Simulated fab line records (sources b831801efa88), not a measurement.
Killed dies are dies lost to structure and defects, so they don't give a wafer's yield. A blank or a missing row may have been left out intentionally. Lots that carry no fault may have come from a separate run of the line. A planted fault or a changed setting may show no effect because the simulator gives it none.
Struck lot and sound lot, side by side | flow gf180mcu | 18 out of 602 route steps
Sound: wafers L164.4, L164.5, L164.6. Wafers L169.2, L169.4, L169.6 were the ones struck. At the end, the cause is stated.
At each step with rows: each side's tool, then ch and its chambers, then its first start. Under that, the readings that differ: sound wafers | struck wafers | difference of the means | sigmas: that difference in standard deviations of wafers without a fault.
alike: readings with means less than 2 such deviations apart, plus words and numbers identical on both sides. not compared: withheld readings, readings lacking a value on some wafer, bounds such as >300 that could conceal the same value, and numbers that have no deviation in the record and whose values overlap.
The two part at a step that has a row with sigmas, a row that says differs or no value, or rows on one side only. When numbers do not overlap yet have no deviation, they are printed without sigmas and do not part them. A reading that every wafer of one side lacks parts them only if that side has two wafers or more.

first, 3 steps without rows for these wafers: GF_V2_EXPOSE_11 (exposes mask Via2, target cd 260 nm); GF_V2_PEB_12 (peb time 90 s); GF_V2_DEVELOP_13 (develop time 60 s).
GF_V2_CD_MEAS_14: target cd 260 nm.
  struck on cd_sem-01, day 25 13:20; sound on cd_sem-01, day 23 20:59
  alike: cd_nm
GF_V2_OVL_MEAS_15:
  struck on overlay-02, day 25 13:26; sound on overlay-01, day 23 21:04
  alike: V2_OVL
GF_V2_ETCH_16: etches BARC in N2/H2.
  sound on rie_diel-03 ch 0,3, day 23 21:05; struck on rie_diel-02 ch 0,2, day 25 13:28
  alike: drypump_motor_current_A, oes_product_au, throttle_valve_pct
GF_V2_ETCH_17: etches SiO2 in C4F8/O2/Ar, stops on TiN, target depth 630 nm.
  sound: rie_diel-03 ch 0,3; struck: rie_diel-02 ch 0,2
  alike: oes_product_au
GF_V2_STRIP_18: strips in O2/N2.
  sound on plasma_asher-03 ch 0,1, day 23 21:15; struck on plasma_asher-04 ch 1, day 25 13:36
  alike: drypump_motor_current_A, heater_power_w, o2_flow_sccm, oes_product_au
  not compared: rf_hours_counter_h
then, 3 steps without rows for these wafers: GF_V2_STRIP_19 (strips in post etch residue remover, time 1200 s); GF_V2_CLEAN_20 (cleans in DIW); GF_V2_SPUTTER_21 (material Ti, target thk 15 nm, time 80.02 s).
GF_V2_SPUTTER_22: material TiN, target thk 10 nm, time 40 s.
  struck on pvd_sputter-02, day 25 14:12; sound on pvd_sputter-03, day 23 21:49
  alike: throttle_valve_pct
GF_V2_CVD_23: deposits W, target thk 350 nm, time 104.94 s.
  sound on cvd_w-01 ch 0,1, day 23 21:53; struck on cvd_w-02 ch 1, day 25 14:16
  reading                          | sound             | struck            | difference | sigmas
  model.W_of_V2_CVD_23.thk_nm (nm) | 346.5 342.4 342.5 | 654.6 657.1 654.1 | +311.5     |
  alike: chamber_pressure_Torr, heater_power_w
GF_V2_RS_MEAS_24: a four-point-probe measurement.
  struck on film_metro-04, day 25 14:29; sound on film_metro-02, day 23 22:01
  reading          | sound             | struck            | difference | sigmas
  V2_W_RS (ohm/sq) | 0.331 0.334 0.334 | 0.174 0.174 0.175 | -0.159     | -48
GF_V2_THK_MEAS_25: measures by xrf.
  struck on film_metro-04, day 25 14:35; sound on film_metro-02, day 23 22:07
  reading       | sound       | struck | difference                    | sigmas
  V2_W_THK (nm) | 347 343 344 | - - -  | no value on the struck wafers |
GF_V2_CMP_26: polishes, stops on SiO2, t overpolish 15 s, target thk 0 nm.
  sound on cmp-01 ch 2,3, day 23 22:11; struck on cmp-02 ch 0,1,2, day 25 14:38
  reading                | sound    | struck      | difference | sigmas
  time_to_endpoint_s (s) | 84 82 84 | 152 149 157 | +69        | +20
  alike: motor_current_A
GF_M3_SPUTTER_00: material Ti, target thk 37.5 nm, time 150 s.
  struck on pvd_sputter-01, day 25 14:56; sound on pvd_sputter-04, day 23 22:29
  alike: throttle_valve_pct
-- the record jumps here: 7 days lie between the struck wafers' starts before and after (it left off in module M3 and takes up again in module PASSIVATION, whose first step shown is number 602 of the route) --
GF_PASSIVATION_PROBE_99:
  the record has rows for the struck wafers here (prober-01, day 33 02:37) and none for the sound ones

## WHERE THEY PART
Last at GF_PASSIVATION_PROBE_99 as far as this record goes, first at GF_V2_RS_MEAS_24.

WHY: what the simulator had put in
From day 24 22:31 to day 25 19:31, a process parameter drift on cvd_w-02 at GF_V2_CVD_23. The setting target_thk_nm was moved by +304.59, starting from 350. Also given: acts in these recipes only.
